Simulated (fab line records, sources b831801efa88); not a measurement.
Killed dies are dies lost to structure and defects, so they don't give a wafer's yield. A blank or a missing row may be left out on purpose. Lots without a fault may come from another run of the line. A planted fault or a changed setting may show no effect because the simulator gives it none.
Which tool did it? | flow sfq_line | 15 lots, 45 wafers sampled, at 1 step of a route of 325

WHAT THE GAUGES READ, wafer by wafer
The record holds no reading of a measuring or inspecting step that can be judged against a usual standard deviation.

WHICH TOOL RAN EACH LOT (tool, then ch and the chambers of the sampled wafers, then the start)
lot  | SFQ_TRILAYER_L0_VIA_STRIP_STRIP_017
L415 | rie_metal-02 ch 0,1, day 7 22:32
L416 | rie_metal-01 ch 0,1, day 8 04:32
L420 | rie_metal-02 ch 0,1, day 9 17:32
L421 | rie_metal-02 ch 0,1, day 9 23:55
L423 | rie_metal-02 ch 0,1, day 10 11:55
L425 | rie_metal-04 ch 0,1, day 11 06:03
L426 | rie_metal-04 ch 0,1, day 11 12:05
L429 | rie_metal-04 ch 1, day 12 09:43
L431 | rie_metal-04 ch 0,1, day 12 21:51
L432 | rie_metal-02 ch 0, day 13 07:15
L434 | rie_metal-02 ch 0,1, day 13 20:27
L435 | rie_metal-04 ch 0,1, day 14 05:52
L436 | rie_metal-02 ch 0,1, day 14 13:16
L437 | rie_metal-01 ch 0,1, day 14 16:52
L438 | rie_metal-02 ch 0,1, day 14 23:02
- SFQ_TRILAYER_L0_VIA_STRIP_STRIP_017: strips in O2.

WHAT THE TOOLS THEMSELVES READ (means of the sampled wafers that have a number; where no wafer has one, the mark that the record gives instead)
SFQ_TRILAYER_L0_VIA_STRIP_STRIP_017. Usual: chamber_pressure_mTorr 49.99 mTorr, standard deviation 0.044; drypump_motor_current_A 6.0 A, standard deviation 0.38; oes_product_au 1.002 a.u., standard deviation 0.0088.
lot  | tool         | chamber_pressure_mTorr (mTorr) | drypump_motor_current_A (A) | oes_product_au (a.u.) | flag
L415 | rie_metal-02 | 49.97                          | 6.3                         | 0.991                 |
L416 | rie_metal-01 | 49.99                          | 5.7                         | 0.989                 |
L420 | rie_metal-02 | 53.34                          | 6.3                         | 1.000                 | OFF
L421 | rie_metal-02 | 53.31                          | 6.3                         | 1.003                 | OFF
L423 | rie_metal-02 | 56.68                          | 6.3                         | 1.005                 | OFF
L425 | rie_metal-04 | 50.02                          | 5.7                         | 1.008                 |
L426 | rie_metal-04 | 49.97                          | 5.4                         | 1.004                 |
L429 | rie_metal-04 | 50.01                          | 5.8                         | 1.011                 |
L431 | rie_metal-04 | 50.02                          | 5.6                         | 0.999                 |
L432 | rie_metal-02 | 49.99                          | 6.4                         | 1.005                 |
L434 | rie_metal-02 | 49.98                          | 6.3                         | 1.005                 |
L435 | rie_metal-04 | 49.99                          | 5.6                         | 1.013                 |
L436 | rie_metal-02 | 50.01                          | 6.3                         | 0.992                 |
L437 | rie_metal-01 | 49.97                          | 5.8                         | 1.002                 |
L438 | rie_metal-02 | 49.97                          | 6.3                         | 1.002                 |

THE ANSWER, worked out from the rows above alone
Rule: a lot is off if the mean of its wafers that have a number lies more than 3 standard deviations from the usual mean. A lot without any number at a reading at which 4 lots or more have one is off too. The other lots that the step has rows for count as sound. The gauges are gone through in route order, then the tools' own readings, and for those a lot's mean is taken as printed above. The first step at which some lot is off is used, and at that step the reading that is off furthest; a lot without a number counts as furthest.
Off: L420, L421, L423, at SFQ_TRILAYER_L0_VIA_STRIP_STRIP_017 (chamber_pressure_mTorr).
A tool fits if, at that step or a process step before it, it ran every lot that is off, and no sound lot after the first of them. None of those tried fits.

WHAT THE SIMULATOR HAD PUT IN
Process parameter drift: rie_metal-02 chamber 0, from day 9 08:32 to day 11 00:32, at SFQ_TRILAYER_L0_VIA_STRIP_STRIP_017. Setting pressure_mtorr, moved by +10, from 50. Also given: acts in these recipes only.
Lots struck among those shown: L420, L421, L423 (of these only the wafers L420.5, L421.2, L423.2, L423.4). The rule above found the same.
